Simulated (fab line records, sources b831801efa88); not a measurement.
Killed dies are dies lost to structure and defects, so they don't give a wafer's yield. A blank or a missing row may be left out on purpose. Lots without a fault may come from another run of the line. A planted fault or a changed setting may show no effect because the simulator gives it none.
Problem report in the 8D (eight disciplines) form, filled by code | flow sky130 | the parts of the form that need people (team, actions taken, sign-off) are left out

1. THE PROBLEM
LDD_HVP_TW at SKY_LDD_HVP_TW_MEAS_10 reads a mean of 432 on 6 wafers of 2 lots; wafers without a fault read 456 with a standard deviation of 3.4. That is -7.1 standard deviations from the usual mean.
First seen on wafer L340.1, day 27 21:05, on film_metro-04. The record holds 36 wafers of 12 lots with a number at this step. Rule for "out", or "out of limits": more than 4 standard deviations from the usual mean. The other wafers with a number count as sound.

2. WHAT IT IS AND WHAT IT IS NOT
question                    | is                           | is not
which readings at this step | LDD_HVP_TW                   | -
which lots                  | L340, L343                   | L323, L326, L327, L328, L330, L331, L333, L334, L339, L341
which wafers of those lots  | all that have a number       | -
read on which gauges        | film_metro-02, film_metro-04 | film_metro-03
when                        | from day 27 21:05            | up to then (27 sound wafers); but 3 sound wafers of L341 came after

3. SUSPECTS, AND WHAT RULES EACH OUT
Counting: a tool at a process step up to the reading stays a suspect if it ran every lot that is out and no sound lot after the first of them.
- the gauge at SKY_LDD_HVP_TW_MEAS_10: ruled out. The wafers that are out were read on 2 gauges (film_metro-02, film_metro-04).
- implanter-03 at SKY_LDD_HVP_IMPLANT_08: kept. It ran every lot that is out, first L340 (day 27 20:50), and no sound lot after that; its last sound lot up to then is L331 (day 24 22:17). Its own readings are out on those wafers: dose_ions_cm2, faraday_current_uA.
Left after counting: implanter-03 at SKY_LDD_HVP_IMPLANT_08.

4. THE CAUSE (what the simulator had put in)
Process parameter drift: implanter-03, from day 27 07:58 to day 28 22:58, at SKY_LDD_HVP_IMPLANT_08. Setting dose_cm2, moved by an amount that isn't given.
Counting left only this tool.

5. THE CHAIN OF EFFECTS, in route order
Each row: a reading whose mean over the struck wafers that have a number lies more than 3 standard deviations from the usual. Only readings for which the record gives a usual standard deviation are gone through. hours: the time from each lot's start at the first step in this table that gives one to its start at this step, as a median over the lots. sigmas: the change in usual standard deviations.
hours | step                   | reading            | usual      | on struck wafers | change      | sigmas
0     | SKY_LDD_HVP_IMPLANT_08 | dose_ions_cm2      | 1.7004e+13 | 1.4361e+13       | -2.6430e+12 | -99 or more
0     | SKY_LDD_HVP_IMPLANT_08 | faraday_current_uA | 95.8       | 80.4             | -15.4       | -7.7
0     | SKY_LDD_HVP_TW_MEAS_10 | LDD_HVP_TW         | 456        | 432              | -24         | -7.1
The process steps in it:
- SKY_LDD_HVP_IMPLANT_08
Later measuring or inspecting steps at which every struck wafer that the step has a row for has a number for every such reading, and none has moved that far: SKY_LI_CONTACT_OVL_MEAS_13.

6. WHAT WOULD HAVE CAUGHT IT SOONER
In this record the first reading out of limits at a measuring or inspecting step was taken at day 27 21:05, 13 hours after the fault began at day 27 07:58.
The tool's own readings at SKY_LDD_HVP_IMPLANT_08 were out on every struck wafer that the step has a row for (dose_ions_cm2, faraday_current_uA): an alarm limit on them would have fired on the first of those.
Of the lots that are out (2), L343 began SKY_LDD_HVP_IMPLANT_08 on implanter-03 after day 27 21:05. A hold on the tool at that time would have spared it.
